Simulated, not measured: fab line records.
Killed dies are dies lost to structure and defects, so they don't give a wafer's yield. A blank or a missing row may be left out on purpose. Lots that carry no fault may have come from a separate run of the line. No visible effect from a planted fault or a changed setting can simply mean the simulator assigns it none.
The tool behind it: which one? | flow sky130 | 39 wafers from 13 lots sampled at 2 of the route's 708 steps

## WHAT THE GAUGES SHOWED, per wafer
SKY_POLY_GATE_CD_MEAS_13: the cd target is 150 nm.
lot  | measured     | on       | cdNm (nm)
L620 | day 17 00:52 | cdSem-01 | 150.0 150.9 152.0
L622 | day 17 10:54 | cdSem-02 | 150.3 151.4 150.8
L623 | day 18 06:28 | cdSem-01 | 148.8 148.4 149.7
L626 | day 18 18:20 | cdSem-01 | 150.6 149.0 150.9
L628 | day 19 09:07 | cdSem-01 | 148.1 148.8 148.0
L630 | day 20 03:47 | cdSem-02 | 150.8 148.9 150.4
L631 | day 20 12:57 | cdSem-02 | 151.5 152.6 150.6
L633 | day 20 23:05 | cdSem-02 | 151.5 152.1 151.3
L634 | day 21 03:26 | cdSem-02 | 148.4 147.9 148.1
L636 | day 21 23:36 | cdSem-02 | 150.2 150.7 149.8
L639 | day 23 10:47 | cdSem-02 | 149.7 149.6 150.1
L642 | day 24 10:31 | cdSem-02 | 150.1 150.4 149.3
L643 | day 24 13:44 | cdSem-01 | 147.6 148.1 148.2

SKY_LDD_N_OVL_MEAS_07.
lot  | measured     | on         | LDD_N_OVL (nm)
L620 | day 18 11:26 | overlay-01 | 2.3 1.5 3.7
L622 | day 18 20:47 | overlay-02 | 1.9 1.8 1.7
L623 | day 19 16:21 | overlay-02 | 4.6 2.5 3.1
L626 | day 20 04:21 | overlay-02 | 2.5 3.5 2.4
L628 | day 20 18:02 | overlay-02 | 0.4 0.1 2.0
L630 | day 21 13:22 | overlay-02 | -1.2 -1.0 2.0
L631 | day 21 22:18 | overlay-01 | -1.9 -1.0 0.4
L633 | day 22 07:36 | overlay-01 | -2.7 -0.7 0.3
L634 | day 22 11:04 | overlay-02 | -0.4 0.6 -0.5
L636 | day 23 07:34 | overlay-01 | 2.1 2.2 0.8
L639 | day 24 18:43 | overlay-01 | 0.4 0.1 0.0
L642 | day 25 17:17 | overlay-02 | 2.9 1.0 2.2
L643 | day 25 21:11 | overlay-02 | -0.1 1.0 2.0

## EACH LOT AND THE TOOL THAT RAN IT (in order: tool; ch and the chambers of the sampled wafers; start)
Before these readings, the record contains no process step.

## AS READ BY THE TOOLS THEMSELVES (means over the sampled wafers that have a number; for cases with no such wafer, the mark the record gives instead)
The record holds no such reading with a usual standard deviation.

## THE ANSWER, worked out from the rows above alone
Rule: the usual values come from the lots themselves. The widest of any qualifying gaps counts: lots, ordered by their means at a reading, are off when they make up no more than a third of the lots, leave a main group of 4 or more, and stand apart from it by 3 or more times the standard deviation of that group's means. Not used: any main group whose means are identical at the precision the tables above print for the reading. Also off: a lot with no number at a reading for which 4 or more lots have one. All remaining lots with rows at the step are treated as sound. Order of review: gauges by route order, followed by the tools' own readings, for which a lot's mean as printed above is used. At the first step where some lot is off, the reading lying furthest off is the one used; lots without a number count as furthest.
Nothing can be told from this: no lot is off at any reading shown.

## WHAT HAD BEEN PUT IN BY THE SIMULATOR
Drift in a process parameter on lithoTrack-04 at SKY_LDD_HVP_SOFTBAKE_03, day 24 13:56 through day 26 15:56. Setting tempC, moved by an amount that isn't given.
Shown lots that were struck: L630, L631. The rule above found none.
